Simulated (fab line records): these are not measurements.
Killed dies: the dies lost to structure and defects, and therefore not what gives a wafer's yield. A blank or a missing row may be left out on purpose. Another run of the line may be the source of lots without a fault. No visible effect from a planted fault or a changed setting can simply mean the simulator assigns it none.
A struck lot beside a sound one -- flow gf180mcu -- 15 out of 602 route steps
Sound: these wafers, L815.1, L815.3, L815.4. Wafers struck: L826.2, L826.3, L826.4. The cause comes at the end.
Per side, at each step with rows, come the tool, then ch with its chambers, and then its first start. Under that, the readings that differ: sound wafers -- struck wafers -- difference of the means -- sigmas: that difference in standard deviations of wafers without a fault.
alike: readings with means less than 2 such deviations apart, plus words and numbers identical on both sides. not compared: withheld readings, readings lacking a value on some wafer, bounds such as >300 that could conceal the same value, and numbers that have no deviation in the record and whose values overlap.
A row with sigmas, a row that says differs or no value, or rows on one side alone: a step with any of these is where the two part. Numbers that have no deviation but don't overlap get no sigmas and don't part them. Lack of a reading on every wafer of one side parts them only where that side has two or more wafers.

GF_MIM_SPUTTER_04: material TiN, target thk 50 nm, time 41.7 s.
  sound: pvdSputter-03 at day 27 02:59; struck: pvdSputter-03 at day 30 03:04
  alike: throttleValvePct
GF_MIM_CVD_05: deposits Si3N4, target thk 42 nm, time 29.086 s.
  sound on pecvd-04 ch 1,2, day 27 03:02; struck on pecvd-03 ch 0,1,2, day 30 03:06
  alike: heaterPowerOuterW, heaterPowerW
GF_MIM_THK_MEAS_06:
  sound: filmMetro-02 at day 27 03:04; struck: filmMetro-02 at day 30 03:08
  alike: MIM_CVD_05_THK
GF_MIM_SPUTTER_07: material TiN, target thk 60 nm, time 50 s.
  sound: pvdSputter-01 at day 27 03:07; struck: pvdSputter-04 at day 30 03:11
  alike: throttleValvePct
GF_MIM_SPUTTER_08: material AlCu, target thk 200 nm, time 10.6 s.
  sound: pvdSputter-01 at day 27 03:10; struck: pvdSputter-04 at day 30 03:14
  alike: throttleValvePct
GF_MIM_SPUTTER_09: material TiN, target thk 35 nm, time 29.2 s.
  sound: pvdSputter-01 at day 27 03:11; struck: pvdSputter-04 at day 30 03:16
  alike: throttleValvePct
GF_MIM_RS_MEAS_10: a four-point-probe measurement.
  sound: filmMetro-02 at day 27 03:13; struck: filmMetro-04 at day 30 03:19
  alike: MIM_ALCU_RS
GF_MIM_THK_MEAS_11: measures by xrf.
  sound: filmMetro-02 at day 27 03:20; struck: filmMetro-04 at day 30 03:25
reading,sound,struck,difference,sigmas
MIM_ALCU_THK (nm),205 203 205,198 197 197,-7,-2
then, 4 steps without rows for these wafers: GF_MIM_DEHYDRATE_12 (time 60 s); GF_MIM_HMDS_13 (prime time 60 s); GF_MIM_COAT_14 (resist thk 1000 nm); GF_MIM_SOFTBAKE_15 (time 60 s).
GF_MIM_EXPOSE_16: exposes mask FuseTop, target cd 2000 nm.
  sound on ilineStepper-01 ch 0, day 27 13:20; struck on ilineStepper-02 ch 0, day 30 12:56
reading,sound,struck,difference,sigmas
model.MIM.overlayXNm (nm),-0.1813 -0.1813 -0.1813,178 178 178,+178,
  alike: mask
then, 2 steps without rows for these wafers: GF_MIM_PEB_17; GF_PASSIVATION_PROBE_99.

== WHERE THEY PART ==
Within this record, at GF_MIM_THK_MEAS_11 only. Later steps at which nothing parts them and some readings are alike: GF_MIM_EXPOSE_16.

WHY: the cause the simulator had injected
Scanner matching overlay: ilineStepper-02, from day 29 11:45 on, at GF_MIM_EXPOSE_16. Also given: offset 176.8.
